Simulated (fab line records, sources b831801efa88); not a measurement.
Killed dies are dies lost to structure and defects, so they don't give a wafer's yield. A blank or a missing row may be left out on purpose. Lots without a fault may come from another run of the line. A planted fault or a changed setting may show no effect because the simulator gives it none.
A struck lot beside a sound one | flow gf180mcu | 22 steps out of a route of 602
Sound: wafers L956.3, L956.5, L956.6. Struck: wafer L964.4. (L964.2, L964.6 of the same lot were not struck and are left out.) The cause comes at the end.
At each step with rows: each side's tool, then ch and its chambers, then its first start. Under that, the readings that differ: sound wafers | struck wafers | difference of the means | sigmas: that difference in standard deviations of wafers without a fault.
alike: readings whose means differ by less than 2 such deviations, and words and numbers that are the same on both sides. not compared: withheld readings, readings that some wafer has no value for, bounds like >300 that may hide the same value, and numbers for which the record gives no deviation and whose values overlap.
The two part at a step that has a row with sigmas, a row that says differs or no value, or rows on one side only. Numbers that don't overlap but have no deviation are shown without sigmas and don't part them. A reading that every wafer of one side lacks parts them only if that side has two wafers or more.

first, 6 steps without rows for these wafers: GF_VT_IMPLANT_HMDS_01 (prime time 60 s); GF_VT_IMPLANT_COAT_02 (resist thk 1000 nm); GF_VT_IMPLANT_SOFTBAKE_03 (time 60 s); GF_VT_IMPLANT_EXPOSE_04 (exposes mask LVPWELL LV AREA, target cd 600 nm); GF_VT_IMPLANT_PEB_05; GF_VT_IMPLANT_DEVELOP_06 (develop time 60 s).
GF_VT_IMPLANT_OVL_MEAS_07:
  sound on overlay-02, day 5 14:25; struck on overlay-02, day 7 16:38
  alike: VT_IMPLANT_OVL
then, 1 step without rows for these wafers: GF_VT_IMPLANT_IMPLANT_08.
GF_VT_IMPLANT_STRIP_09: strips in O2/N2.
  sound on plasma_asher-02 ch 0,1, day 5 14:37; struck on plasma_asher-02 ch 1, day 7 16:49
  alike: drypump_motor_current_A, heater_power_w, oes_product_au, strip_time_to_endpoint_s
  not compared: rf_hours_counter_h
GF_VT_IMPLANT_TW_MEAS_10:
  sound on film_metro-02, day 5 14:42; struck on film_metro-02, day 7 16:55
  alike: VT_IMPLANT_TW
then, 2 steps without rows for these wafers: GF_VT_IMPLANT_DEHYDRATE_11 (time 60 s); GF_VT_IMPLANT_HMDS_12 (prime time 60 s).
GF_VT_IMPLANT_COAT_13: resist thk 1000 nm.
  sound on litho_track-03 ch 0, day 5 21:23; struck on litho_track-04 ch 0, day 8 00:54
  reading                                         | sound           | struck | difference | sigmas
  model.NOVOLAK_of_VT_IMPLANT_COAT_13.thk_nm (nm) | 1001 999.4 1003 | 949.2  | -51.9      |
then, 3 steps without rows for these wafers: GF_VT_IMPLANT_SOFTBAKE_14 (time 60 s); GF_VT_IMPLANT_EXPOSE_15 (exposes mask Nwell LV AREA, target cd 860 nm); GF_VT_IMPLANT_PEB_16.
GF_VT_IMPLANT_DEVELOP_17: develop time 60 s.
  sound on litho_track-04 ch 0, day 6 04:58; struck on litho_track-04 ch 0, day 8 09:09
  reading                                         | sound           | struck | difference | sigmas
  model.NOVOLAK_of_VT_IMPLANT_COAT_13.thk_nm (nm) | 1000 998.9 1002 | 948.8  | -51.5      |
GF_VT_IMPLANT_OVL_MEAS_18:
  sound on overlay-02, day 6 05:05; struck on overlay-02, day 8 09:17
  alike: VT_IMPLANT_01_OVL
then, 1 step without rows for these wafers: GF_VT_IMPLANT_IMPLANT_19.
GF_VT_IMPLANT_STRIP_20: strips in O2/N2.
  sound on plasma_asher-02 ch 0,1, day 6 05:17; struck on plasma_asher-03 ch 1, day 8 09:28
  reading                      | sound                | struck | difference | sigmas
  strip_time_to_endpoint_s (s) | 12.632 12.630 12.663 | 12.034 | -0.608     | -21
  alike: drypump_motor_current_A, heater_power_w, oes_product_au
  not compared: rf_hours_counter_h
GF_VT_IMPLANT_TW_MEAS_21:
  sound on film_metro-02, day 6 05:23; struck on film_metro-02, day 8 09:34
  alike: VT_IMPLANT_2_TW
GF_PASSIVATION_PROBE_99:
  the record has rows for the sound wafers here (prober-01, day 29 00:59) and none for the struck ones

WHERE THEY PART
First at GF_VT_IMPLANT_STRIP_20; last, within this record, at GF_PASSIVATION_PROBE_99.

WHY: what the simulator had put in
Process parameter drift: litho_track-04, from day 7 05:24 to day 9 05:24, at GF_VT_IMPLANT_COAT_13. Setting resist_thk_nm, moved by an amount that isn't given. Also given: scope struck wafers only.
